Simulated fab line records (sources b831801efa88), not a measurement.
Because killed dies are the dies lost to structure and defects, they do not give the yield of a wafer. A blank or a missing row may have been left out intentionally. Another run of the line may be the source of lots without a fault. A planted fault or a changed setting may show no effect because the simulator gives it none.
fab line records | flow sky130
record lots=12 | wafers=36 | last-day=49
route steps=708 shown CONTACT@410 CAPM@541 VIA3@588 METAL4@630
lots that met no fault: taken from a fault-free run of the same line
start-h: the number of hours between the record's first day and the start of the first shown wafer of the lot | wait-h: hours since the lot's step before | " identical to the entry in the row above | L1.1+2: one row covering several wafers at once | - value missing, or start not given | * or withheld: withheld | < > ~ a bound
route shown NAME@n: names a module that has steps shown in the file, with the first one's number in the route | usual: mean/standard deviation taken from wafers without a fault | same: alike in all rows | chamber/n: place in a boat | sites: per-site readings | _std_site: the values' standard deviation | _edge_site: inner sites' mean taken away from outer sites' mean | radius-mm: for every site, how far away it sits from the centre of the wafer | mask NAME#n: copy n | behind: the most recent tool/chamber to have shaped the wafer | hold: the reason the lot was held/the length of the hold in hours/how it ended | device: transistor that didn't switch, given as n, p or np | end of line: at the end of the route, the tests of the same wafers | a step given without rows: its recipe and nothing more | killed: the dies lost at the first sort to structure and to defects; this is not the yield of the wafer | map: the dies of a wafer, with x for killed, . for not killed, _ for no die there
set.NAME: the run value of the setting; set.NAME@STEP: its run value at that earlier step | model.NAME: the simulator's own value behind a step, which no gauge read
a sample of lots followed through the steps of the route, with each step as a table and each wafer as a row
services: when a tool's chamber went out of use (start-h, in hours from the record's first day, below 0 if earlier), for how many hours, and the reason
## steps
# step SKY_CONTACT_CMP_04
# recipe material=SiO2 | down-force-psi=4 | platen-rpm=60 | pad-velocity-m-s=0.94248
# usual motor-current-A=11.2/0.77 | time-to-endpoint-s=81/4.3
lot.wafer | tool   | chamber | start-h | wait-h | motor-current-A | time-to-endpoint-s
L626.1    | cmp-01 | 3       | 713.78  | 0.1    | 12.1            | 80
L626.4    | "      | 2       | "       | "      | 11.0            | 80
L626.6    | "      | 3       | "       | "      | 12.1            | 82
L627.3    | cmp-01 | 3       | 721.67  | 0.0    | 12.1            | 80
L627.1    | "      | 1       | "       | "      | 12.5            | 77
L627.5    | "      | 0       | "       | "      | 10.8            | 80
L628.3    | cmp-01 | 3       | 729.66  | 0.1    | 12.2            | 82
L628.4    | "      | 0       | "       | "      | 10.6            | 81
L628.6    | "      | 2       | "       | "      | 11.4            | 77
L629.1    | cmp-01 | 0       | 731.46  | 0.2    | 11.8            | 77
L629.5    | "      | 1       | "       | "      | 12.3            | 78
L629.6    | "      | 2       | "       | "      | 11.4            | 84
L630.2    | cmp-01 | 3       | 740.32  | 0.0    | 12.0            | 84
L630.3    | "      | 1       | "       | "      | 11.7            | 79
L630.6    | "      | 0       | "       | "      | 11.2            | 81
L631.3    | cmp-02 | 3       | 749.38  | 0.1    | 9.9             | 83
L631.4    | "      | 0       | "       | "      | 11.1            | 84
L631.5    | "      | 2       | "       | "      | 10.6            | 81
L632.3    | cmp-02 | 1       | 757.96  | 0.1    | 11.8            | 79
L632.5    | "      | 0       | "       | "      | 11.2            | 80
L632.6    | "      | 1       | "       | "      | 11.6            | 79
L633.2    | cmp-01 | 0       | 769.86  | 0.0    | 10.7            | 83
L633.5    | "      | 0       | "       | "      | 11.2            | 79
L633.6    | "      | 1       | "       | "      | 12.4            | 79
L639.2    | cmp-02 | 3       | 805.92  | 0.0    | 10.4            | 76
L639.6    | "      | 3       | "       | "      | 9.9             | 77
L639.5    | "      | 0       | "       | "      | 10.1            | 44
L641.4    | cmp-02 | 1       | 828.99  | 0.2    | 11.6            | 82
L641.6    | "      | 2       | "       | "      | 10.8            | 85
L641.5    | "      | 3       | "       | "      | 9.9             | 46
L642.3    | cmp-02 | 0       | 835.12  | 0.1    | 10.6            | 41
L642.5    | "      | 3       | "       | "      | 9.8             | 40
L642.6    | "      | 0       | "       | "      | 10.6            | 76
L644.2    | cmp-01 | 2       | 839.89  | 0.0    | 11.5            | 82
L644.1    | "      | 3       | "       | "      | 12.1            | 81
L644.6    | "      | 3       | "       | "      | 12.1            | 83
# step SKY_CAPM_THK_MEAS_04
# recipe thk-meas-gauge=xrf | reads=TiN_of_CAPM_SPUTTER_02
# usual CAPM_TIN_THK=199.0/1.9
lot.wafer | tool          | chamber | start-h | wait-h | CAPM_TIN_THK[nm]
L626.1    | film-metro-02 | -       | 856.15  | 0.1    | 199.4
L626.4    | "             | -       | "       | "      | 197.5
L626.6    | "             | -       | "       | "      | 200.6
L627.1    | film-metro-04 | -       | 865.23  | 0.1    | 197.2
L627.3    | "             | -       | "       | "      | 196.9
L627.5    | "             | -       | "       | "      | 195.9
L628.3    | film-metro-02 | -       | 870.91  | 0.1    | 200.0
L628.4    | "             | -       | "       | "      | 198.7
L628.6    | "             | -       | "       | "      | 201.4
L629.1    | film-metro-03 | -       | 872.47  | 0.1    | 197.3
L629.5    | "             | -       | "       | "      | 200.1
L629.6    | "             | -       | "       | "      | 197.5
L630.2    | film-metro-02 | -       | 881.62  | 0.1    | 197.3
L630.3    | "             | -       | "       | "      | 201.6
L630.6    | "             | -       | "       | "      | 201.5
L631.3    | film-metro-03 | -       | 889.27  | 0.1    | 201.6
L631.4    | "             | -       | "       | "      | 199.1
L631.5    | "             | -       | "       | "      | 198.3
L632.3    | film-metro-03 | -       | 897.45  | 0.1    | 199.8
L632.5    | "             | -       | "       | "      | 201.7
L632.6    | "             | -       | "       | "      | 201.1
L633.2    | film-metro-03 | -       | 909.18  | 0.1    | 198.9
L633.5    | "             | -       | "       | "      | 200.5
L633.6    | "             | -       | "       | "      | 197.3
L639.2    | film-metro-03 | -       | 943.36  | 0.1    | 196.5
L639.5    | "             | -       | "       | "      | 199.3
L639.6    | "             | -       | "       | "      | 197.9
L641.4    | film-metro-02 | -       | 963.11  | 0.1    | 201.7
L641.5    | "             | -       | "       | "      | 200.4
L641.6    | "             | -       | "       | "      | 199.1
L642.3    | film-metro-04 | -       | 970.44  | 0.1    | 198.3
L642.5    | "             | -       | "       | "      | 195.3
L642.6    | "             | -       | "       | "      | 196.3
L644.1    | film-metro-02 | -       | 973.33  | 0.1    | 196.5
L644.2    | "             | -       | "       | "      | 199.6
L644.6    | "             | -       | "       | "      | 195.0
# step SKY_VIA3_ETCH_15
# recipe target=SiO2 | chemistry=C4F8/O2/Ar | target-depth-nm=507 | stop-on=TiN | mask-material=KrF-thick | source-w=1500 | bias-w=1200 | pressure-mtorr=40 | c4f8-flow-sccm=withheld | O2_flow_sccm=6 | Ar_flow_sccm=300 | time-s=78
# usual oes-product-au=0.946/0.0041
lot.wafer | tool        | chamber | start-h | wait-h | oes-product-au | rf-hours-counter-h
L626.1    | rie-diel-02 | 0       | 934.14  | 0.0    | 0.943          | 2
L626.4    | "           | 1       | "       | "      | 0.949          | 18
L626.6    | "           | 2       | "       | "      | 0.940          | -
L627.1    | rie-diel-01 | 2       | 943.39  | 0.0    | 0.953          | 7
L627.3    | "           | 3       | "       | "      | 0.945          | 9
L627.5    | "           | 2       | "       | "      | 0.946          | -
L628.3    | rie-diel-02 | 2       | 947.42  | 0.0    | 0.946          | 18
L628.4    | "           | 0       | "       | "      | 0.946          | 3
L628.6    | "           | 2       | "       | "      | 0.948          | -
L629.1    | rie-diel-01 | 3       | 949.67  | 0.0    | 0.945          | 10
L629.5    | "           | 2       | "       | "      | 0.950          | -
L629.6    | "           | 3       | "       | "      | 0.941          | -
L630.2    | rie-diel-04 | 1       | 957.72  | 0.0    | 0.945          | 27
L630.3    | "           | 2       | "       | "      | 0.950          | 13
L630.6    | "           | 3       | "       | "      | 0.950          | -
L631.3    | rie-diel-02 | 0       | 965.17  | 0.0    | 0.942          | 3
L631.4    | "           | 2       | "       | "      | 0.931          | 18
L631.5    | "           | 3       | "       | "      | 0.945          | -
L632.3    | rie-diel-02 | 2       | 973.24  | 0.0    | 0.944          | 19
L632.5    | "           | 3       | "       | "      | 0.940          | -
L632.6    | "           | 2       | "       | "      | 0.946          | -
L633.2    | rie-diel-01 | 3       | 984.69  | 0.0    | 0.944          | 11
L633.5    | "           | 1       | "       | "      | 0.957          | -
L633.6    | "           | 0       | "       | "      | 0.956          | -
L639.2    | rie-diel-02 | 1       | 1016.79 | 0.0    | 0.949          | 20
L639.5    | "           | 3       | "       | "      | 0.945          | -
L639.6    | "           | 0       | "       | "      | 0.943          | -
L641.4    | rie-diel-02 | 1       | 1035.57 | 0.0    | 0.943          | 21
L641.5    | "           | 2       | "       | "      | 0.947          | -
L641.6    | "           | 3       | "       | "      | 0.943          | -
L642.3    | rie-diel-01 | 2       | 1041.47 | 0.0    | 0.955          | 10
L642.5    | "           | 3       | "       | "      | 0.947          | -
L642.6    | "           | 0       | "       | "      | 0.946          | -
L644.1    | rie-diel-01 | 1       | 1044.77 | 0.0    | 0.943          | 3
L644.2    | "           | 0       | "       | "      | 0.949          | 21
L644.6    | "           | 0       | "       | "      | 0.950          | -
# step SKY_METAL4_OVL_MEAS_14
# usual METAL4_OVL=-3/6.5
lot.wafer | tool       | chamber | start-h | wait-h | METAL4_OVL[nm]
L626.1    | overlay-02 | -       | 984.69  | 0.1    | -6
L626.4    | "          | -       | "       | "      | -1
L626.6    | "          | -       | "       | "      | -10
L627.1    | overlay-02 | -       | 993.96  | 0.1    | -1
L627.3    | "          | -       | "       | "      | 7
L627.5    | "          | -       | "       | "      | -1
L628.3    | overlay-01 | -       | 997.71  | 0.1    | -10
L628.4    | "          | -       | "       | "      | -1
L628.6    | "          | -       | "       | "      | -1
L629.1    | overlay-01 | -       | 999.84  | 0.1    | -3
L629.5    | "          | -       | "       | "      | -5
L629.6    | "          | -       | "       | "      | -13
L630.2    | overlay-02 | -       | 1007.37 | 0.1    | -7
L630.3    | "          | -       | "       | "      | 6
L630.6    | "          | -       | "       | "      | 3
L631.3    | overlay-01 | -       | 1014.26 | 0.1    | -1
L631.4    | "          | -       | "       | "      | -8
L631.5    | "          | -       | "       | "      | -2
L632.3    | overlay-02 | -       | 1022.32 | 0.1    | -4
L632.5    | "          | -       | "       | "      | -4
L632.6    | "          | -       | "       | "      | -14
L633.2    | overlay-02 | -       | 1033.69 | 0.1    | 2
L633.5    | "          | -       | "       | "      | -8
L633.6    | "          | -       | "       | "      | -4
L639.2    | overlay-02 | -       | 1063.95 | 0.1    | -8
L639.5    | "          | -       | "       | "      | -8
L639.6    | "          | -       | "       | "      | -15
L641.4    | overlay-02 | -       | 1080.93 | 0.1    | -5
L641.5    | "          | -       | "       | "      | -11
L641.6    | "          | -       | "       | "      | 0
L642.3    | overlay-01 | -       | 1086.82 | 0.1    | 1
L642.5    | "          | -       | "       | "      | -2
L642.6    | "          | -       | "       | "      | -9
L644.1    | overlay-01 | -       | 1090.26 | 0.1    | 2
L644.2    | "          | -       | "       | "      | -4
L644.6    | "          | -       | "       | "      | -1
## services
tool        | chamber | start-h | hours | kind
rie-diel-04 | 0       | 693.84  | 6.4   | repair
cmp-02      | -       | 693.93  | 4.3   | repair
cmp-02      | -       | 742.26  | 0.5   | repair
cmp-02      | -       | 744.00  | 4.0   | pm
rie-diel-01 | 2       | 748.56  | 4.4   | repair
rie-diel-02 | 2       | 780.93  | 19.0  | repair
cmp-01      | -       | 786.76  | 5.6   | pm
rie-diel-04 | 1       | 804.57  | 18.5  | repair
cmp-02      | -       | 808.72  | 0.5   | repair
rie-diel-01 | 2       | 834.00  | 8.0   | repair
cmp-02      | -       | 868.17  | 3.4   | repair
rie-diel-04 | 2       | 876.31  | 1.4   | repair
rie-diel-01 | -       | 886.64  | 1.4   | repair
cmp-02      | -       | 891.51  | 14.8  | pm
rie-diel-02 | 2       | 896.12  | 3.5   | repair
cmp-01      | -       | 912.00  | 4.0   | pm
rie-diel-04 | -       | 916.41  | 2.0   | repair
rie-diel-01 | 3       | 918.59  | 4.7   | repair
rie-diel-01 | 1       | 971.73  | 6.4   | repair
rie-diel-01 | 0       | 999.77  | 8.9   | repair
cmp-02      | -       | 1004.17 | 2.8   | repair
cmp-01      | -       | 1033.35 | 2.7   | repair
cmp-01      | -       | 1035.60 | 2.1   | repair
cmp-02      | -       | 1038.21 | 4.4   | pm
## key
first-sign step=SKY_CONTACT_CMP_04 | reading=time-to-endpoint-s | direction=down | sigmas=8.9 | usual=* | struck=*
effect none on later readings
met-at SKY_CONTACT_CMP_04
struck-lots L639,L641,L642
struck-wafers L639.5,L641.5,L642.3,L642.5
tester-left-out L639,L641,L642
not-acting-at SKY_CAPM_THK_MEAS_04,SKY_VIA3_ETCH_15,SKY_METAL4_OVL_MEAS_14
onset-between 757.96 805.92
fault kind=process-parameter-drift | tool=cmp-02 | chamber=- | onset-h=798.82 | steps=SKY_CONTACT_CMP_04 | channel=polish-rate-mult | offset=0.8 | shape=step | end-h=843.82 | scope=struck-wafers-only
# tester-left-out: of these lots the tester's yield and bins aren't shown, on N5 and GAA mostly nor the transistor test; their killed dies are dies lost to structure and defects alone, not to doping, threshold or leakage, so they don't give the yield
